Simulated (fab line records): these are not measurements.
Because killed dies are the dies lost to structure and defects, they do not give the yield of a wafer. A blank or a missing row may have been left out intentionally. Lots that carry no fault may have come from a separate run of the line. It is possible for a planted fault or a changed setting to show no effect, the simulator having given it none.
fab line records / flow sky130
record: lots: 12 wafers: 34 last_day: 49
route steps=708 shown METAL3@535 VIA3@573 PAD_OPEN@708
lots with no fault: from the same line, run without faults
start_h: start of the lot's first displayed wafer, in hours after the record's first day / wait_h: hours elapsed since this lot's preceding step / " repeats the value in the row above / L1.1+2: a single row standing in for several wafers / - no value, or no start was given / * or withheld: withheld / < > ~ a bound
route shown NAME@n: a module of which the file shows steps, and the number in the route of the first / usual: average and standard deviation across the fault-free wafers / same: alike in all rows / chamber/n: place in a boat / sites: each site's reading / _std_site: the standard deviation of these / _edge_site: inner sites' mean taken away from outer sites' mean / radius_mm: for every site, how far away it sits from the centre of the wafer / mask NAME#n: copy n / behind: tool/chamber where the wafer was last shaped / hold: reason for holding the lot/hours on hold/outcome of the hold / device: which transistor (n, p or np) failed to switch / end of line: the tests these same wafers got at the end of their route / a step with no rows: only its recipe / killed: at the first sort, the dies lost to defects and structure; wafer yield is something else / map: a wafer's dies, marking killed ones x, the rest . and places with no die _
set.NAME: the run value of the setting; set.NAME@STEP: its run value at that earlier step / model.NAME: the simulator's own value behind a step, which no gauge read
a sample of lots followed through the steps of the route, with each step as a table and each wafer as a row
services: a tool's chamber out of use, with start hour (start_h, from the record's first day; less than 0 if before it), hours out, and reason
== steps ==
step: SKY_METAL3_SPUTTER_03
recipe: material: Ti target_thk_nm: 5 power_w: 3000 time_s: 3.3 chamber_pressure_pa: 0.4
usual: cathode_dc_power_W: 2999.9/0.49 throttle_valve_pct: 30.3/0.96
lot.wafer=L655.2 tool=pvd_sputter-03 chamber=- start_h=843.21 wait_h=0.0 cathode_dc_power_W=3000.1 throttle_valve_pct=32.0
lot.wafer=L655.3 tool=pvd_sputter-03 chamber=- start_h=843.21 wait_h=0.0 cathode_dc_power_W=3000.2 throttle_valve_pct=31.2
lot.wafer=L655.6 tool=pvd_sputter-03 chamber=- start_h=843.21 wait_h=0.0 cathode_dc_power_W=3000.6 throttle_valve_pct=31.9
lot.wafer=L654.1 tool=pvd_sputter-04 chamber=- start_h=843.72 wait_h=0.0 cathode_dc_power_W=3000.0 throttle_valve_pct=30.3
lot.wafer=L654.5 tool=pvd_sputter-04 chamber=- start_h=843.72 wait_h=0.0 cathode_dc_power_W=2999.6 throttle_valve_pct=30.3
lot.wafer=L654.6 tool=pvd_sputter-04 chamber=- start_h=843.72 wait_h=0.0 cathode_dc_power_W=3000.3 throttle_valve_pct=28.6
lot.wafer=L656.1 tool=pvd_sputter-03 chamber=- start_h=883.97 wait_h=0.0 cathode_dc_power_W=3000.7 throttle_valve_pct=31.7
lot.wafer=L656.4 tool=pvd_sputter-03 chamber=- start_h=883.97 wait_h=0.0 cathode_dc_power_W=2999.4 throttle_valve_pct=29.8
lot.wafer=L656.5 tool=pvd_sputter-03 chamber=- start_h=883.97 wait_h=0.0 cathode_dc_power_W=3000.2 throttle_valve_pct=31.4
lot.wafer=L657.1 tool=pvd_sputter-04 chamber=- start_h=884.65 wait_h=0.0 cathode_dc_power_W=2999.8 throttle_valve_pct=30.6
lot.wafer=L657.2 tool=pvd_sputter-04 chamber=- start_h=884.65 wait_h=0.0 cathode_dc_power_W=3000.0 throttle_valve_pct=30.1
lot.wafer=L657.4 tool=pvd_sputter-04 chamber=- start_h=884.65 wait_h=0.0 cathode_dc_power_W=2999.8 throttle_valve_pct=28.9
lot.wafer=L658.1 tool=pvd_sputter-02 chamber=- start_h=962.12 wait_h=0.0 cathode_dc_power_W=2998.8 throttle_valve_pct=30.6
lot.wafer=L658.2 tool=pvd_sputter-02 chamber=- start_h=962.12 wait_h=0.0 cathode_dc_power_W=2999.6 throttle_valve_pct=29.6
lot.wafer=L658.4 tool=pvd_sputter-02 chamber=- start_h=962.12 wait_h=0.0 cathode_dc_power_W=2999.6 throttle_valve_pct=30.7
lot.wafer=L660.2 tool=pvd_sputter-04 chamber=- start_h=963.34 wait_h=0.0 cathode_dc_power_W=2999.9 throttle_valve_pct=30.6
lot.wafer=L660.3 tool=pvd_sputter-04 chamber=- start_h=963.34 wait_h=0.0 cathode_dc_power_W=2999.5 throttle_valve_pct=28.7
lot.wafer=L660.4 tool=pvd_sputter-04 chamber=- start_h=963.34 wait_h=0.0 cathode_dc_power_W=3000.0 throttle_valve_pct=30.2
lot.wafer=L659.1 tool=pvd_sputter-03 chamber=- start_h=963.64 wait_h=0.0 cathode_dc_power_W=3000.7 throttle_valve_pct=31.9
lot.wafer=L659.2 tool=pvd_sputter-03 chamber=- start_h=963.64 wait_h=0.0 cathode_dc_power_W=2999.7 throttle_valve_pct=31.4
lot.wafer=L659.6 tool=pvd_sputter-03 chamber=- start_h=963.64 wait_h=0.0 cathode_dc_power_W=2999.6 throttle_valve_pct=31.2
lot.wafer=L663.1 tool=pvd_sputter-02 chamber=- start_h=963.78 wait_h=0.0 cathode_dc_power_W=3000.7 throttle_valve_pct=31.0
lot.wafer=L663.4 tool=pvd_sputter-02 chamber=- start_h=963.78 wait_h=0.0 cathode_dc_power_W=2998.8 throttle_valve_pct=31.0
lot.wafer=L664.3 tool=pvd_sputter-04 chamber=- start_h=964.93 wait_h=0.0 cathode_dc_power_W=3000.5 throttle_valve_pct=30.1
lot.wafer=L664.4 tool=pvd_sputter-04 chamber=- start_h=964.93 wait_h=0.0 cathode_dc_power_W=3000.8 throttle_valve_pct=30.1
lot.wafer=L670.1 tool=pvd_sputter-04 chamber=- start_h=971.90 wait_h=0.0 cathode_dc_power_W=2999.9 throttle_valve_pct=28.8
lot.wafer=L670.4 tool=pvd_sputter-04 chamber=- start_h=971.90 wait_h=0.0 cathode_dc_power_W=2999.7 throttle_valve_pct=28.9
lot.wafer=L670.5 tool=pvd_sputter-04 chamber=- start_h=971.90 wait_h=0.0 cathode_dc_power_W=2999.0 throttle_valve_pct=30.3
lot.wafer=L672.1 tool=pvd_sputter-02 chamber=- start_h=973.54 wait_h=0.0 cathode_dc_power_W=2999.9 throttle_valve_pct=30.6
lot.wafer=L672.3 tool=pvd_sputter-02 chamber=- start_h=973.54 wait_h=0.0 cathode_dc_power_W=2999.9 throttle_valve_pct=29.9
lot.wafer=L672.4 tool=pvd_sputter-02 chamber=- start_h=973.54 wait_h=0.0 cathode_dc_power_W=3000.1 throttle_valve_pct=29.0
lot.wafer=L674.1 tool=pvd_sputter-04 chamber=- start_h=983.62 wait_h=0.0 cathode_dc_power_W=2999.8 throttle_valve_pct=30.5
lot.wafer=L674.3 tool=pvd_sputter-04 chamber=- start_h=983.62 wait_h=0.0 cathode_dc_power_W=3000.8 throttle_valve_pct=29.0
lot.wafer=L674.6 tool=pvd_sputter-04 chamber=- start_h=983.62 wait_h=0.0 cathode_dc_power_W=2999.9 throttle_valve_pct=28.8
step: SKY_METAL3_OVL_MEAS_14
usual: METAL3_OVL: 2/4.9
lot.wafer=L655.2 tool=overlay-02 chamber=- start_h=895.44 wait_h=0.1 METAL3_OVL[nm]=0
lot.wafer=L655.3 tool=overlay-02 chamber=- start_h=895.44 wait_h=0.1 METAL3_OVL[nm]=4
lot.wafer=L655.6 tool=overlay-02 chamber=- start_h=895.44 wait_h=0.1 METAL3_OVL[nm]=3
lot.wafer=L654.1 tool=overlay-01 chamber=- start_h=896.68 wait_h=0.1 METAL3_OVL[nm]=-1
lot.wafer=L654.5 tool=overlay-01 chamber=- start_h=896.68 wait_h=0.1 METAL3_OVL[nm]=-2
lot.wafer=L654.6 tool=overlay-01 chamber=- start_h=896.68 wait_h=0.1 METAL3_OVL[nm]=4
lot.wafer=L656.1 tool=overlay-02 chamber=- start_h=933.37 wait_h=0.1 METAL3_OVL[nm]=2
lot.wafer=L656.4 tool=overlay-02 chamber=- start_h=933.37 wait_h=0.1 METAL3_OVL[nm]=-4
lot.wafer=L656.5 tool=overlay-02 chamber=- start_h=933.37 wait_h=0.1 METAL3_OVL[nm]=2
lot.wafer=L657.1 tool=overlay-01 chamber=- start_h=935.08 wait_h=0.1 METAL3_OVL[nm]=5
lot.wafer=L657.2 tool=overlay-01 chamber=- start_h=935.08 wait_h=0.1 METAL3_OVL[nm]=5
lot.wafer=L657.4 tool=overlay-01 chamber=- start_h=935.08 wait_h=0.1 METAL3_OVL[nm]=9
lot.wafer=L658.1 tool=overlay-01 chamber=- start_h=1008.22 wait_h=0.1 METAL3_OVL[nm]=-5
lot.wafer=L658.2 tool=overlay-01 chamber=- start_h=1008.22 wait_h=0.1 METAL3_OVL[nm]=-2
lot.wafer=L658.4 tool=overlay-01 chamber=- start_h=1008.22 wait_h=0.1 METAL3_OVL[nm]=0
lot.wafer=L660.2 tool=overlay-02 chamber=- start_h=1009.28 wait_h=0.1 METAL3_OVL[nm]=2
lot.wafer=L660.3 tool=overlay-02 chamber=- start_h=1009.28 wait_h=0.1 METAL3_OVL[nm]=5
lot.wafer=L660.4 tool=overlay-02 chamber=- start_h=1009.28 wait_h=0.1 METAL3_OVL[nm]=6
lot.wafer=L659.1 tool=overlay-01 chamber=- start_h=1010.18 wait_h=0.1 METAL3_OVL[nm]=3
lot.wafer=L659.2 tool=overlay-01 chamber=- start_h=1010.18 wait_h=0.1 METAL3_OVL[nm]=0
lot.wafer=L659.6 tool=overlay-01 chamber=- start_h=1010.18 wait_h=0.1 METAL3_OVL[nm]=3
lot.wafer=L663.1 tool=overlay-02 chamber=- start_h=1010.53 wait_h=0.1 METAL3_OVL[nm]=1
lot.wafer=L663.4 tool=overlay-02 chamber=- start_h=1010.53 wait_h=0.1 METAL3_OVL[nm]=8
lot.wafer=L664.3 tool=overlay-02 chamber=- start_h=1012.24 wait_h=0.1 METAL3_OVL[nm]=5
lot.wafer=L664.4 tool=overlay-02 chamber=- start_h=1012.24 wait_h=0.1 METAL3_OVL[nm]=1
lot.wafer=L670.1 tool=overlay-02 chamber=- start_h=1018.47 wait_h=0.1 METAL3_OVL[nm]=0
lot.wafer=L670.4 tool=overlay-02 chamber=- start_h=1018.47 wait_h=0.1 METAL3_OVL[nm]=-1
lot.wafer=L670.5 tool=overlay-02 chamber=- start_h=1018.47 wait_h=0.1 METAL3_OVL[nm]=0
lot.wafer=L672.1 tool=overlay-01 chamber=- start_h=1019.97 wait_h=0.1 METAL3_OVL[nm]=3
lot.wafer=L672.3 tool=overlay-01 chamber=- start_h=1019.97 wait_h=0.1 METAL3_OVL[nm]=5
lot.wafer=L672.4 tool=overlay-01 chamber=- start_h=1019.97 wait_h=0.1 METAL3_OVL[nm]=0
lot.wafer=L674.1 tool=overlay-02 chamber=- start_h=1029.48 wait_h=0.1 METAL3_OVL[nm]=11
lot.wafer=L674.3 tool=overlay-02 chamber=- start_h=1029.48 wait_h=0.1 METAL3_OVL[nm]=13
lot.wafer=L674.6 tool=overlay-02 chamber=- start_h=1029.48 wait_h=0.1 METAL3_OVL[nm]=14
step: SKY_VIA3_HDPCVD_00
recipe: material: SiO2 target_thk_nm: 1635 sigma_open_frac: 0.3 time_s: 272.5 temp_c: 400 sih4_flow_sccm: 60 pressure_mtorr: 6
usual: run_length_s: 300.5/0.5
lot.wafer=L655.2 tool=hdpcvd-01 chamber=2 start_h=896.39 wait_h=0.0 run_length_s=301.0
lot.wafer=L655.3 tool=hdpcvd-01 chamber=0 start_h=896.39 wait_h=0.0 run_length_s=300.5
lot.wafer=L655.6 tool=hdpcvd-01 chamber=1 start_h=896.39 wait_h=0.0 run_length_s=300.0
lot.wafer=L654.1 tool=hdpcvd-02 chamber=2 start_h=897.67 wait_h=0.0 run_length_s=300.0
lot.wafer=L654.5 tool=hdpcvd-02 chamber=0 start_h=897.67 wait_h=0.0 run_length_s=300.3
lot.wafer=L654.6 tool=hdpcvd-02 chamber=2 start_h=897.67 wait_h=0.0 run_length_s=300.0
lot.wafer=L656.1 tool=hdpcvd-01 chamber=1 start_h=934.32 wait_h=0.0 run_length_s=300.2
lot.wafer=L656.4 tool=hdpcvd-01 chamber=2 start_h=934.32 wait_h=0.0 run_length_s=300.8
lot.wafer=L656.5 tool=hdpcvd-01 chamber=1 start_h=934.32 wait_h=0.0 run_length_s=300.0
lot.wafer=L657.1 tool=hdpcvd-01 chamber=2 start_h=936.03 wait_h=0.0 run_length_s=300.9
lot.wafer=L657.2 tool=hdpcvd-01 chamber=1 start_h=936.03 wait_h=0.0 run_length_s=300.3
lot.wafer=L657.4 tool=hdpcvd-01 chamber=0 start_h=936.03 wait_h=0.0 run_length_s=300.6
lot.wafer=L658.1 tool=hdpcvd-02 chamber=0 start_h=1009.17 wait_h=0.0 run_length_s=300.0
lot.wafer=L658.2 tool=hdpcvd-02 chamber=2 start_h=1009.17 wait_h=0.0 run_length_s=299.8
lot.wafer=L658.4 tool=hdpcvd-02 chamber=1 start_h=1009.17 wait_h=0.0 run_length_s=301.5
lot.wafer=L660.2 tool=hdpcvd-02 chamber=2 start_h=1010.23 wait_h=0.0 run_length_s=300.1
lot.wafer=L660.3 tool=hdpcvd-02 chamber=1 start_h=1010.23 wait_h=0.0 run_length_s=301.0
lot.wafer=L660.4 tool=hdpcvd-02 chamber=2 start_h=1010.23 wait_h=0.0 run_length_s=300.4
lot.wafer=L659.1 tool=hdpcvd-01 chamber=2 start_h=1011.13 wait_h=0.0 run_length_s=301.1
lot.wafer=L659.2 tool=hdpcvd-01 chamber=1 start_h=1011.13 wait_h=0.0 run_length_s=300.3
lot.wafer=L659.6 tool=hdpcvd-01 chamber=1 start_h=1011.13 wait_h=0.0 run_length_s=300.0
lot.wafer=L663.1 tool=hdpcvd-02 chamber=1 start_h=1011.48 wait_h=0.0 run_length_s=292.3
lot.wafer=L663.4 tool=hdpcvd-02 chamber=0 start_h=1011.48 wait_h=0.0 run_length_s=291.4
lot.wafer=L664.3 tool=hdpcvd-02 chamber=2 start_h=1013.18 wait_h=0.0 run_length_s=299.7
lot.wafer=L664.4 tool=hdpcvd-02 chamber=2 start_h=1013.18 wait_h=0.0 run_length_s=290.7
lot.wafer=L670.1 tool=hdpcvd-01 chamber=1 start_h=1019.69 wait_h=0.0 run_length_s=300.2
lot.wafer=L670.4 tool=hdpcvd-01 chamber=1 start_h=1019.69 wait_h=0.0 run_length_s=300.6
lot.wafer=L670.5 tool=hdpcvd-01 chamber=0 start_h=1019.69 wait_h=0.0 run_length_s=300.0
lot.wafer=L672.1 tool=hdpcvd-01 chamber=0 start_h=1021.36 wait_h=0.0 run_length_s=300.1
lot.wafer=L672.3 tool=hdpcvd-01 chamber=2 start_h=1021.36 wait_h=0.0 run_length_s=300.9
lot.wafer=L672.4 tool=hdpcvd-01 chamber=1 start_h=1021.36 wait_h=0.0 run_length_s=300.1
lot.wafer=L674.1 tool=hdpcvd-01 chamber=2 start_h=1030.43 wait_h=0.0 run_length_s=300.7
lot.wafer=L674.3 tool=hdpcvd-01 chamber=1 start_h=1030.43 wait_h=0.0 run_length_s=300.0
lot.wafer=L674.6 tool=hdpcvd-01 chamber=0 start_h=1030.43 wait_h=0.0 run_length_s=300.6
step: SKY_VIA3_CD_MEAS_12
recipe: target_cd_nm: 200
usual: cd_nm: 199.6/1.5
lot.wafer=L655.2 tool=cd_sem-01 chamber=- start_h=920.38 wait_h=- cd_nm=196.5
lot.wafer=L655.3 tool=cd_sem-01 chamber=- start_h=920.38 wait_h=- cd_nm=198.8
lot.wafer=L655.6 tool=cd_sem-01 chamber=- start_h=920.38 wait_h=- cd_nm=198.1
lot.wafer=L654.1 tool=cd_sem-02 chamber=- start_h=922.31 wait_h=- cd_nm=201.1
lot.wafer=L654.5 tool=cd_sem-02 chamber=- start_h=922.31 wait_h=- cd_nm=200.9
lot.wafer=L654.6 tool=cd_sem-02 chamber=- start_h=922.31 wait_h=- cd_nm=202.0
lot.wafer=L656.1 tool=cd_sem-01 chamber=- start_h=959.51 wait_h=- cd_nm=200.1
lot.wafer=L656.4 tool=cd_sem-01 chamber=- start_h=959.51 wait_h=- cd_nm=201.3
lot.wafer=L656.5 tool=cd_sem-01 chamber=- start_h=959.51 wait_h=- cd_nm=201.0
lot.wafer=L657.1 tool=cd_sem-01 chamber=- start_h=961.59 wait_h=- cd_nm=199.5
lot.wafer=L657.2 tool=cd_sem-01 chamber=- start_h=961.59 wait_h=- cd_nm=198.7
lot.wafer=L657.4 tool=cd_sem-01 chamber=- start_h=961.59 wait_h=- cd_nm=198.5
lot.wafer=L658.1 tool=cd_sem-02 chamber=- start_h=1032.81 wait_h=- cd_nm=197.9
lot.wafer=L658.2 tool=cd_sem-02 chamber=- start_h=1032.81 wait_h=- cd_nm=200.2
lot.wafer=L658.4 tool=cd_sem-02 chamber=- start_h=1032.81 wait_h=- cd_nm=198.7
lot.wafer=L660.2 tool=cd_sem-02 chamber=- start_h=1034.26 wait_h=- cd_nm=199.4
lot.wafer=L660.3 tool=cd_sem-02 chamber=- start_h=1034.26 wait_h=- cd_nm=199.7
lot.wafer=L660.4 tool=cd_sem-02 chamber=- start_h=1034.26 wait_h=- cd_nm=201.2
lot.wafer=L659.1 tool=cd_sem-01 chamber=- start_h=1034.65 wait_h=- cd_nm=201.0
lot.wafer=L659.2 tool=cd_sem-01 chamber=- start_h=1034.65 wait_h=- cd_nm=201.4
lot.wafer=L659.6 tool=cd_sem-01 chamber=- start_h=1034.65 wait_h=- cd_nm=201.4
lot.wafer=L663.1 tool=cd_sem-01 chamber=- start_h=1035.16 wait_h=- cd_nm=202.3
lot.wafer=L663.4 tool=cd_sem-01 chamber=- start_h=1035.16 wait_h=- cd_nm=201.6
lot.wafer=L664.3 tool=cd_sem-02 chamber=- start_h=1036.53 wait_h=- cd_nm=199.5
lot.wafer=L664.4 tool=cd_sem-02 chamber=- start_h=1036.53 wait_h=- cd_nm=201.3
lot.wafer=L670.1 tool=cd_sem-01 chamber=- start_h=1042.59 wait_h=- cd_nm=199.4
lot.wafer=L670.4 tool=cd_sem-01 chamber=- start_h=1042.59 wait_h=- cd_nm=197.0
lot.wafer=L670.5 tool=cd_sem-01 chamber=- start_h=1042.59 wait_h=- cd_nm=198.8
lot.wafer=L672.1 tool=cd_sem-02 chamber=- start_h=1044.75 wait_h=- cd_nm=198.6
lot.wafer=L672.3 tool=cd_sem-02 chamber=- start_h=1044.75 wait_h=- cd_nm=198.5
lot.wafer=L672.4 tool=cd_sem-02 chamber=- start_h=1044.75 wait_h=- cd_nm=198.8
lot.wafer=L674.1 tool=cd_sem-02 chamber=- start_h=1052.74 wait_h=- cd_nm=200.7
lot.wafer=L674.3 tool=cd_sem-02 chamber=- start_h=1052.74 wait_h=- cd_nm=200.4
lot.wafer=L674.6 tool=cd_sem-02 chamber=- start_h=1052.74 wait_h=- cd_nm=200.4
step: SKY_PAD_OPEN_PROBE_99
usual: defect_limited_yield: 82.8/2 killed_at_M0_to_M3: 42/7.3 killed_at_M4_up: 3.4/2 killed_at_contacts: 24/5.8 killed_at_front_end: 15/4.6 killed_at_other: 0.3/0.62 killed_dies: 84/9.8 killed_open: 47/6.9 killed_short: 38/6.3 sort_bin_3_pad_short: 0.8/0.38 sort_bin_5_function: 10.2/1.5 sort_bin_6_memory: 6.2/1.1 sort_n_pass: 408/9.8 sort_yield_pct: 82.8/2
same: gross_dies: 492 killed_at_back_side: 0 sort_bin_4_leakage[%]: 0 sort_bin_8_speed[%]: 0
lot.wafer=L663.1 tool=prober-01 chamber=- start_h=1167.37 wait_h=0.1 defect_limited_yield[%]=82.7 killed_at_M0_to_M3=40 killed_at_M4_up=3 killed_at_contacts=25 killed_at_front_end=17 killed_at_other=0 killed_dies=85 killed_open=39 killed_short=46 sort_bin_3_pad_short[%]=1.2 sort_bin_5_function[%]=10.0 sort_bin_6_memory[%]=6.1 sort_n_pass=407 sort_yield_pct[%]=82.7
lot.wafer=L664.3 tool=prober-01 chamber=- start_h=1168.30 wait_h=0.2 defect_limited_yield[%]=85.8 killed_at_M0_to_M3=32 killed_at_M4_up=3 killed_at_contacts=29 killed_at_front_end=6 killed_at_other=0 killed_dies=70 killed_open=38 killed_short=32 sort_bin_3_pad_short[%]=0.6 sort_bin_5_function[%]=8.1 sort_bin_6_memory[%]=5.5 sort_n_pass=422 sort_yield_pct[%]=85.8
lot.wafer=L664.4 tool=prober-01 chamber=- start_h=1168.35 wait_h=0.2 defect_limited_yield[%]=81.9 killed_at_M0_to_M3=41 killed_at_M4_up=1 killed_at_contacts=33 killed_at_front_end=14 killed_at_other=0 killed_dies=89 killed_open=56 killed_short=33 sort_bin_3_pad_short[%]=0.6 sort_bin_5_function[%]=11.4 sort_bin_6_memory[%]=6.1 sort_n_pass=403 sort_yield_pct[%]=81.9
killed by level:class
L663.1 CONTACT:geometric_particle:open=10 METAL2:geometric_particle:short=9 POLY_GATE:geometric_particle:open=7 VIA1:geometric_particle:open=7 METAL1:geometric_particle:short=6 LOCAL_INTERCONNECT:geometric_particle:short=5 CONTACT:geometric_particle:short=5 VIA1:geometric_particle:short=5
L664.3 CONTACT:geometric_particle:open=12 CONTACT:geometric_particle:short=6 VIA1:geometric_particle:open=6 LI_CONTACT:geometric_particle:open=5 VIA2:geometric_particle:short=5 VIA2:geometric_particle:open=4 METAL2:geometric_particle:short=4 FIELD_ISO:geometric_particle:open=3
L664.4 LI_CONTACT:geometric_particle:open=9 VIA2:geometric_particle:open=9 CONTACT:geometric_particle:open=8 VIA1:geometric_particle:open=7 LOCAL_INTERCONNECT:geometric_particle:short=7 CONTACT:geometric_particle:short=5 METAL1:geometric_particle:short=5 VIA3:geometric_particle:open=5
== services ==
tool=pvd_sputter-02 chamber=- start_h=829.06 hours=0.9 kind=repair
tool=pvd_sputter-03 chamber=- start_h=846.38 hours=2.2 kind=repair
tool=pvd_sputter-03 chamber=- start_h=946.46 hours=7.9 kind=repair
tool=hdpcvd-02 chamber=- start_h=947.64 hours=1.5 kind=repair
tool=hdpcvd-02 chamber=- start_h=950.25 hours=15.0 kind=pm
tool=hdpcvd-02 chamber=0 start_h=950.25 hours=15.0 kind=vent_cycle
tool=hdpcvd-02 chamber=1 start_h=950.25 hours=15.0 kind=vent_cycle
tool=hdpcvd-02 chamber=2 start_h=950.25 hours=15.0 kind=vent_cycle
tool=hdpcvd-02 chamber=0 start_h=965.25 hours=- kind=clean
tool=hdpcvd-02 chamber=1 start_h=965.25 hours=- kind=clean
tool=hdpcvd-02 chamber=2 start_h=965.25 hours=- kind=clean
tool=hdpcvd-02 chamber=- start_h=966.56 hours=6.0 kind=pm
tool=hdpcvd-02 chamber=0 start_h=977.25 hours=5.2 kind=repair
tool=pvd_sputter-02 chamber=- start_h=982.26 hours=3.6 kind=repair
tool=hdpcvd-01 chamber=- start_h=984.00 hours=0.6 kind=repair
tool=pvd_sputter-03 chamber=- start_h=995.95 hours=31.0 kind=repair
tool=pvd_sputter-04 chamber=- start_h=1020.20 hours=3.7 kind=repair
== key ==
first_sign: step: SKY_VIA3_HDPCVD_00 reading: run_length_s direction: down sigmas: 18 usual: * struck: *
effect none on later readings
met_at SKY_VIA3_HDPCVD_00
struck_lots L663,L664
struck_wafers L663.1,L663.4,L664.4
not_acting_at SKY_METAL3_SPUTTER_03,SKY_METAL3_OVL_MEAS_14,SKY_VIA3_CD_MEAS_12
onset_between 1010.23 1011.48
fault: kind: process_parameter_drift tool: hdpcvd-02 chamber: - onset_h: 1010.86 steps: SKY_VIA3_HDPCVD_00 channel: time_s offset: * shape: step end_h: 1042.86 scope: struck_wafers_only acts_in: * stated: *
